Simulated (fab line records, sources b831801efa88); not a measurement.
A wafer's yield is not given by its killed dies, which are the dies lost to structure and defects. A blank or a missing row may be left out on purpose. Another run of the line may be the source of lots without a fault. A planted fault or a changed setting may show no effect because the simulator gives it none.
fab line records | flow gf180mcu | part 2 of 2: steps 33 to 45 of 45
[record] lots = 5 | wafers = 15 | last-day = 33
route steps=602 shown VT_IMPLANT@110 MVSD@136 NWELL@137 LVPWELL@138 MVPSD@139 DUAL_GATE@141
lots that met no fault: from a run of the same line without faults
start-h: hours from the record's opening day to when the first of the lot's shown wafers began | wait-h: how many hours have passed since the lot's step before this one | " same as the row above | L1.1+2: a row that stands for several wafers | - no value, or no start was given | * or withheld: withheld | < > ~ a bound
route shown NAME@n: NAME is a module with steps in the file, n the number in the route of the first one | usual: the fault-free wafers' mean and standard deviation | same: alike in all rows | chamber/n: place in a boat | sites: the reading at each site | _std_site: the standard deviation of these | _edge_site: inner sites' mean taken away from outer sites' mean | radius-mm: how far each site lies from the wafer's centre | mask NAME#n: copy n | behind: tool/chamber where the wafer was last shaped | hold: why the lot was held/for how many hours/how that ended | device: which transistor (n, p or np) failed to switch | end of line: at the end of the route, the tests of the same wafers | where a step has no rows: the recipe by itself | killed: dies lost to structure and defects at the first sort, not the wafer's yield | map: per-die view of a wafer (x killed, . not killed, _ where there is no die)
set.NAME: the setting as run; set.NAME@STEP: as run at that earlier step | model.NAME: the simulator's own value behind a step, which no gauge read
lots seen at some steps along the route; tables by step, rows by wafer
services: when a tool's chamber went out of use (start-h, in hours from the record's first day, below 0 if earlier), for how many hours, and the reason
[[steps]]
[step GF_DUAL_GATE_CLEAN_01]
[recipe] chemistry = dHF | time-s = 20 | dilution = 100:1 | dry = ipa-marangoni
lot.wafer  | tool         | chamber | start-h | wait-h
L076.1+2+4 | wet-bench-04 | 0       | 173.02  | 0.0
L080.1+5+6 | wet-bench-01 | 2       | 196.32  | 0.0
L082.1+2+5 | wet-bench-04 | 2       | 214.38  | 0.0
L091.3+4+6 | wet-bench-01 | 0       | 277.02  | 0.0
L093.1+4+5 | wet-bench-03 | 1       | 284.37  | 0.0
[step GF_DUAL_GATE_OXIDATION_02]
[recipe] temp-c = 900 | ambient = O2 | stabilise-s = 600 | purge-s = 300 | target-thk-a = 108.87 | ox-time-s = 1602
[usual] spike-tc-bottom-C = 917.2/2.9 | spike-tc-upper-C = 898.9/1.1 | tube_center_temp_C_max = 902.3/0.43
lot.wafer | tool       | chamber | start-h | wait-h | spike-tc-bottom-C | spike-tc-upper-C | tube_center_temp_C_max
L076.1    | furnace-02 | 0       | 173.04  | 0.0    | 921.4             | 898.8            | 902.0
L076.2    | "          | 0       | "       | "      | 921.5             | 899.9            | 901.9
L076.4    | "          | 0       | "       | "      | 921.7             | 899.7            | 901.8
L080.1    | furnace-02 | 0       | 197.03  | 0.7    | 919.0             | 901.2            | 902.0
L080.5    | "          | 0       | "       | "      | 922.9             | 898.5            | 902.5
L080.6    | "          | 0       | "       | "      | 921.0             | 900.1            | 902.3
L082.1    | furnace-01 | 0       | 214.40  | 0.0    | 915.5             | 897.2            | 901.9
L082.2    | "          | 0       | "       | "      | 914.2             | 897.5            | 904.6
L082.5    | "          | 0       | "       | "      | 914.7             | 898.3            | 902.6
L091.3    | furnace-01 | 0       | 277.03  | 0.0    | 915.3             | 898.0            | 902.4
L091.4    | "          | 0       | "       | "      | 914.7             | 899.3            | 902.8
L091.6    | "          | 0       | "       | "      | 915.4             | 899.2            | 903.1
L093.1    | furnace-01 | 0       | 284.40  | 0.0    | 913.9             | 898.6            | 902.9
L093.4    | "          | 0       | "       | "      | 914.6             | 899.3            | 902.0
L093.5    | "          | 0       | "       | "      | 916.0             | 897.7            | 902.1
[step GF_DUAL_GATE_THK_MEAS_03]
[recipe] reads = SiO2_of_DUAL_GATE_OXIDATION_02
[usual] DUAL_GATE_OXIDATION_00_THK = 10.91/0.27
lot.wafer | tool          | chamber | start-h | wait-h | DUAL_GATE_OXIDATION_00_THK[nm]
L076.1    | film-metro-04 | -       | 174.48  | 0.0    | 10.99
L076.2    | "             | -       | "       | "      | 10.92
L076.4    | "             | -       | "       | "      | 10.80
L080.1    | film-metro-04 | -       | 198.48  | 0.0    | 10.70
L080.5    | "             | -       | "       | "      | 10.51
L080.6    | "             | -       | "       | "      | 10.55
L082.1    | film-metro-04 | -       | 215.84  | 0.0    | 11.20
L082.2    | "             | -       | "       | "      | 11.21
L082.5    | "             | -       | "       | "      | 11.32
L091.3    | film-metro-04 | -       | 278.50  | 0.0    | 10.97
L091.4    | "             | -       | "       | "      | 11.15
L091.6    | "             | -       | "       | "      | 11.10
L093.1    | film-metro-04 | -       | 285.84  | 0.0    | 11.04
L093.4    | "             | -       | "       | "      | 11.04
L093.5    | "             | -       | "       | "      | 11.22
[step GF_DUAL_GATE_DEHYDRATE_04]
[recipe] temp-c = 200 | time-s = 60
lot.wafer  | tool           | chamber | start-h | wait-h
L076.1+2+4 | litho-track-04 | 0       | 182.04  | 7.5
L080.1+5+6 | litho-track-01 | 0       | 206.58  | 8.1
L082.1+2+5 | litho-track-03 | 0       | 224.04  | 8.2
L091.3+4+6 | litho-track-03 | 0       | 287.89  | 9.4
L093.1+4+5 | litho-track-01 | 0       | 295.38  | 9.5
[step GF_DUAL_GATE_HMDS_05]
[recipe] prime-time-s = 60 | prime-temp-c = 120
lot.wafer  | tool           | chamber | start-h | wait-h
L076.1+2+4 | litho-track-04 | 0       | 182.19  | 0.1
L080.1+5+6 | litho-track-01 | 0       | 206.73  | 0.1
L082.1+2+5 | litho-track-03 | 0       | 224.19  | 0.1
L091.3+4+6 | litho-track-03 | 0       | 288.04  | 0.1
L093.1+4+5 | litho-track-01 | 0       | 295.53  | 0.1
[step GF_DUAL_GATE_COAT_06]
[recipe] resist = NOVOLAK | spin-rpm = 3000 | resist-thk-nm = 1000
lot.wafer  | tool           | chamber | start-h | wait-h
L076.1+2+4 | litho-track-04 | 0       | 182.34  | 0.1
L080.1+5+6 | litho-track-01 | 0       | 206.88  | 0.1
L082.1+2+5 | litho-track-03 | 0       | 224.34  | 0.1
L091.3+4+6 | litho-track-03 | 0       | 288.19  | 0.1
L093.1+4+5 | litho-track-01 | 0       | 295.68  | 0.1
[step GF_DUAL_GATE_SOFTBAKE_07]
[recipe] temp-c = 90 | time-s = 60 | resist = NOVOLAK
lot.wafer  | tool           | chamber | start-h | wait-h
L076.1+2+4 | litho-track-04 | 0       | 182.49  | 0.1
L080.1+5+6 | litho-track-01 | 0       | 207.03  | 0.1
L082.1+2+5 | litho-track-03 | 0       | 224.49  | 0.1
L091.3+4+6 | litho-track-03 | 0       | 288.34  | 0.1
L093.1+4+5 | litho-track-01 | 0       | 295.83  | 0.1
[step GF_DUAL_GATE_EXPOSE_08]
[recipe] mask-id = Dualgate | target-cd-nm = 700 | na = 0.6 | source-shape = conventional | sigma-outer = 0.6 | dose-mj = 140
lot.wafer  | tool             | chamber | start-h | wait-h | mask
L076.1+2+4 | iline-stepper-01 | 0       | -       | -      | Dualgate#0
L080.1+5+6 | iline-stepper-01 | 0       | -       | -      | Dualgate#0
L082.1+2+5 | iline-stepper-01 | 0       | -       | -      | Dualgate#0
L091.3+4+6 | iline-stepper-01 | 0       | -       | -      | Dualgate#0
L093.1+4+5 | iline-stepper-02 | 0       | -       | -      | Dualgate#0
[step GF_DUAL_GATE_PEB_09]
[recipe] temp-c = withheld | time-s = * | resist = NOVOLAK
lot.wafer  | tool           | chamber | start-h | wait-h
L076.1+2+4 | litho-track-01 | 0       | -       | -
L080.1+5+6 | litho-track-03 | 0       | -       | -
L082.1+2+5 | litho-track-03 | 0       | -       | -
L091.3+4+6 | litho-track-04 | 0       | -       | -
L093.1+4+5 | litho-track-04 | 0       | -       | -
[step GF_DUAL_GATE_DEVELOP_10]
[recipe] develop-time-s = 60 | dev-temp-c = 23
lot.wafer  | tool           | chamber | start-h | wait-h
L076.1+2+4 | litho-track-01 | 0       | 190.53  | 0.1
L080.1+5+6 | litho-track-03 | 0       | 215.14  | 0.1
L082.1+2+5 | litho-track-03 | 0       | 233.44  | 0.1
L091.3+4+6 | litho-track-04 | 0       | 297.94  | 0.1
L093.1+4+5 | litho-track-04 | 0       | 305.74  | 0.1
[step GF_DUAL_GATE_OVL_MEAS_11]
[usual] DUAL_GATE_OVL = -0.2/1.4
lot.wafer | tool       | chamber | start-h | wait-h | DUAL_GATE_OVL[nm]
L076.1    | overlay-02 | -       | 190.68  | 0.1    | -0.5
L076.2    | "          | -       | "       | "      | -1.4
L076.4    | "          | -       | "       | "      | -1.2
L080.1    | overlay-01 | -       | 215.29  | 0.1    | -0.5
L080.5    | "          | -       | "       | "      | -2.0
L080.6    | "          | -       | "       | "      | -2.4
L082.1    | overlay-01 | -       | 233.59  | 0.1    | -1.5
L082.2    | "          | -       | "       | "      | 0.7
L082.5    | "          | -       | "       | "      | -1.7
L091.3    | overlay-01 | -       | 298.05  | 0.1    | 0.0
L091.4    | "          | -       | "       | "      | 0.7
L091.6    | "          | -       | "       | "      | 0.8
L093.1    | overlay-01 | -       | 305.89  | 0.1    | 1.1
L093.4    | "          | -       | "       | "      | -0.3
L093.5    | "          | -       | "       | "      | -1.1
[step GF_DUAL_GATE_WET_ETCH_12]
[recipe] chemistry = dHF | target-depth-nm = 13 | dry = n2-spin | target = SiO2 | temp-c = 25 | dilution = 100:1 | time-s = 260
lot.wafer  | tool         | chamber | start-h | wait-h
L076.1+2+4 | wet-bench-03 | 0       | 190.71  | 0.0
L080.1+5+6 | wet-bench-03 | 0       | 215.33  | 0.0
L082.1+2+5 | wet-bench-01 | 2       | 233.63  | 0.0
L091.3+4+6 | wet-bench-03 | 1       | 298.07  | 0.0
L093.1+4+5 | wet-bench-04 | 2       | 305.92  | 0.0
[step GF_DUAL_GATE_STRIP_13]
[recipe] chemistry = O2/N2 | power-w = 1400 | pressure-mtorr = 1500 | platen-temp-c = 250 | o2-flow-sccm = 3000 | n2-flow-sccm = 300 | overash-fraction = 0.5
[usual] drypump-motor-current-A = 5.9/0.43 | heater-power-w = 354/46 | oes-product-au = 0.716/0.0044 | strip-time-to-endpoint-s = 12.62/0.033
lot.wafer | tool            | chamber | start-h | wait-h | drypump-motor-current-A | heater-power-w | oes-product-au | rf-hours-counter-h | strip-time-to-endpoint-s
L076.1    | plasma-asher-03 | 1       | 190.79  | 0.0    | 5.6                     | 307            | 0.709          | 8                  | 12.63
L076.2    | "               | 0       | "       | "      | 6.4                     | 353            | 0.723          | 8                  | 12.60
L076.4    | "               | 1       | "       | "      | 5.6                     | 311            | 0.721          | -                  | 12.64
L080.1    | plasma-asher-04 | 1       | 215.41  | 0.0    | 5.7                     | 372            | 0.721          | 55                 | 12.67
L080.5    | "               | 0       | "       | "      | 5.2                     | 414            | 0.726          | -                  | 12.68
L080.6    | "               | 1       | "       | "      | 5.7                     | 379            | 0.712          | -                  | 12.69
L082.1    | plasma-asher-01 | 1       | 233.71  | 0.0    | 6.1                     | 426            | 0.715          | 58                 | 12.60
L082.2    | "               | 0       | "       | "      | 6.3                     | 292            | 0.711          | 58                 | 12.60
L082.5    | "               | 0       | "       | "      | 6.3                     | 292            | 0.714          | -                  | 12.61
L091.3    | plasma-asher-03 | 0       | 298.19  | 0.0    | 6.4                     | 359            | 0.712          | -                  | 12.61
L091.4    | "               | 1       | "       | "      | 5.6                     | 304            | 0.717          | -                  | 12.65
L091.6    | "               | 1       | "       | "      | 5.6                     | 311            | 0.718          | -                  | 12.58
L093.1    | plasma-asher-03 | 0       | 306.01  | 0.0    | 6.4                     | 342            | 0.723          | 20                 | 12.61
L093.4    | "               | 1       | "       | "      | 5.6                     | 317            | 0.721          | -                  | 12.63
L093.5    | "               | 0       | "       | "      | 6.4                     | 352            | 0.704          | -                  | 12.61
[[services]]
tool             | chamber | start-h | hours | kind
plasma-asher-03  | 0       | 117.75  | -     | clean
plasma-asher-03  | 1       | 117.75  | -     | clean
plasma-asher-04  | -       | 125.94  | 0.4   | repair
iline-stepper-01 | -       | 146.85  | 0.8   | repair
furnace-02       | -       | 152.27  | 2.9   | pm
plasma-asher-04  | -       | 175.00  | 3.5   | repair
plasma-asher-04  | -       | 179.18  | 1.7   | repair
furnace-02       | -       | 181.51  | 2.8   | pm
iline-stepper-02 | -       | 187.88  | 1.7   | pm
plasma-asher-03  | -       | 197.43  | 6.9   | repair
iline-stepper-02 | -       | 205.93  | 2.1   | pm
iline-stepper-02 | -       | 208.01  | -     | consumable-replace:lamp
plasma-asher-04  | -       | 221.25  | 3.4   | repair
implanter-01     | -       | 224.25  | 0.9   | repair
plasma-asher-03  | -       | 227.18  | 2.8   | pm
implanter-04     | -       | 228.25  | 6.4   | repair
iline-stepper-02 | -       | 238.81  | 11.6  | repair
plasma-asher-01  | -       | 240.03  | 42.7  | repair
furnace-01       | -       | 240.68  | 3.9   | pm
implanter-03     | -       | 263.76  | 3.5   | pm
implanter-01     | -       | 275.65  | 2.3   | repair
furnace-02       | -       | 279.21  | 3.5   | pm
plasma-asher-02  | -       | 286.77  | 5.9   | repair
plasma-asher-04  | -       | 305.50  | 0.6   | repair
